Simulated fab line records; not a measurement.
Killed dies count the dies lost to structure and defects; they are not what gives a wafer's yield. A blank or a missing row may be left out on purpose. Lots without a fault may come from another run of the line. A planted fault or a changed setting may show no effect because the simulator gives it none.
A lot that was struck, set against a sound lot || flow gf180mcu || 17 out of 602 route steps
Sound: these wafers, L697.2, L697.4, L697.5. Struck: wafer L706.2 (left out: L706.1, L706.4 of the same lot, which were not struck); the cause appears at the end.
At each step with rows: each side's tool, then ch and its chambers, then its first start. Under that, the readings that differ: sound wafers || struck wafers || difference of the means || sigmas: that difference in standard deviations of wafers without a fault.
alike: readings with means less than 2 such deviations apart, plus words and numbers identical on both sides. not compared: withheld readings, readings lacking a value on some wafer, bounds such as >300 that could conceal the same value, and numbers that have no deviation in the record and whose values overlap.
Wherever a step has rows on one side only, a row that says differs or no value, or a row with sigmas, the two part there. Numbers that have no deviation but don't overlap get no sigmas and don't part them. A reading missing from all wafers of one side parts the sides only when that side holds two or more wafers.

GF_MIM_STRIP_20: strips in O2/N2.
  sound on plasma_asher-04 ch 1, day 26 11:14; struck on plasma_asher-03 ch 1, day 29 10:28
  alike: drypump_motor_current_A, heater_power_w, oes_product_au, strip_time_to_endpoint_s
  not compared: rf_hours_counter_h
then, 9 steps without rows for these wafers: GF_MIM_STRIP_21 (strips in post etch residue remover, time 1200 s); GF_MIM_CLEAN_22 (cleans in DIW); GF_M5_DEHYDRATE_00 (time 60 s); GF_M5_HMDS_01 (prime time 60 s); GF_M5_COAT_02 (resist thk 1000 nm); GF_M5_SOFTBAKE_03 (time 60 s); GF_M5_EXPOSE_04 (exposes mask Metal5, target cd 280 nm); GF_M5_PEB_05 (peb time 90 s); GF_M5_DEVELOP_06 (develop time 60 s).
GF_M5_CD_MEAS_07: the cd target is 280 nm.
  sound on cd_sem-02, day 27 08:35; struck on cd_sem-02, day 30 05:51
  alike: cd_nm
GF_M5_OVL_MEAS_08:
  sound on overlay-02, day 27 08:41; struck on overlay-02, day 30 05:58
  alike: M5_OVL
GF_M5_ETCH_09: etches Si3N4 in CF4/O2, target depth 52 nm, time 11.6 s.
  sound on rie_diel-02 ch 0,1,3, day 27 08:43; struck on rie_diel-04 ch 1, day 30 06:00
{"reading": "oes_product_au (a.u.)", "sound": "0.984 1.002 1.006", "struck": 0.746, "difference": -0.251, "sigmas": -26}
{"reading": "throttle_valve_pct (%)", "sound": "5.966 5.981 5.974", "struck": 5.897, "difference": -0.077, "sigmas": -8}
{"reading": "model.etch.depth_nm (nm)", "sound": "50.59 51.64 52.58", "struck": 30.54, "difference": -21.06, "sigmas": ""}
{"reading": "model.KrF_of_M5_COAT_02.thk_nm (nm)", "sound": "949.2 945.7 945.6", "struck": 967.2, "difference": "+20.4", "sigmas": ""}
  alike: drypump_motor_current_A
  not compared: rf_hours_counter_h
GF_M5_METAL_ETCH_10: etches the open film in Cl2/BCl3, stops on SiO2, target depth 750.8 nm, time 125.1 s.
  sound on rie_metal-03 ch 1, day 27 08:47; struck on rie_metal-03 ch 0, day 30 06:02
{"reading": "drypump_motor_current_A (A)", "sound": "5.6 5.6 5.6", "struck": 6.3, "difference": "+0.7", "sigmas": "+2"}
{"reading": "rf_hours_counter_h (h)", "sound": "- - -", "struck": 2, "difference": "no value on the sound wafers", "sigmas": ""}
{"reading": "model.KrF_of_M5_COAT_02.thk_nm (nm)", "sound": "638.7 635.1 636.2", "struck": 656, "difference": "+19", "sigmas": ""}
  alike: he_backside_leak_sccm, oes_product_au, throttle_valve_pct
GF_M5_STRIP_11: strips in O2/N2.
  sound on plasma_asher-02 ch 0, day 27 09:01; struck on plasma_asher-02 ch 0, day 30 06:10
{"reading": "oes_product_au (a.u.)", "sound": "0.518 0.514 0.515", "struck": 0.526, "difference": "+0.010", "sigmas": "+2"}
{"reading": "strip_time_to_endpoint_s (s)", "sound": "6.95 6.89 6.90", "struck": 7.09, "difference": "+0.18", "sigmas": "+4"}
  alike: drypump_motor_current_A, heater_power_w
  not compared: rf_hours_counter_h
then, 1 step without rows for these wafers: GF_M5_STRIP_12 (strips in post etch residue remover, time 1200 s).
-- the record jumps here: 2 days lie between the struck wafers' starts before and after (it left off in module M5 and takes up again in module PASSIVATION, whose first step shown is number 602 of the route) --
GF_PASSIVATION_PROBE_99:
  rows exist in the record for the struck wafers here (prober-02, day 32 17:25), but not for the sound ones

WHERE THEY PART
At GF_M5_ETCH_09 first; at GF_PASSIVATION_PROBE_99 last (within this record only).

WHY: what the simulator had put in
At GF_M5_ETCH_09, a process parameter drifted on rie_diel-04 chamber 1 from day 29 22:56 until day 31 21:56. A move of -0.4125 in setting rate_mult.
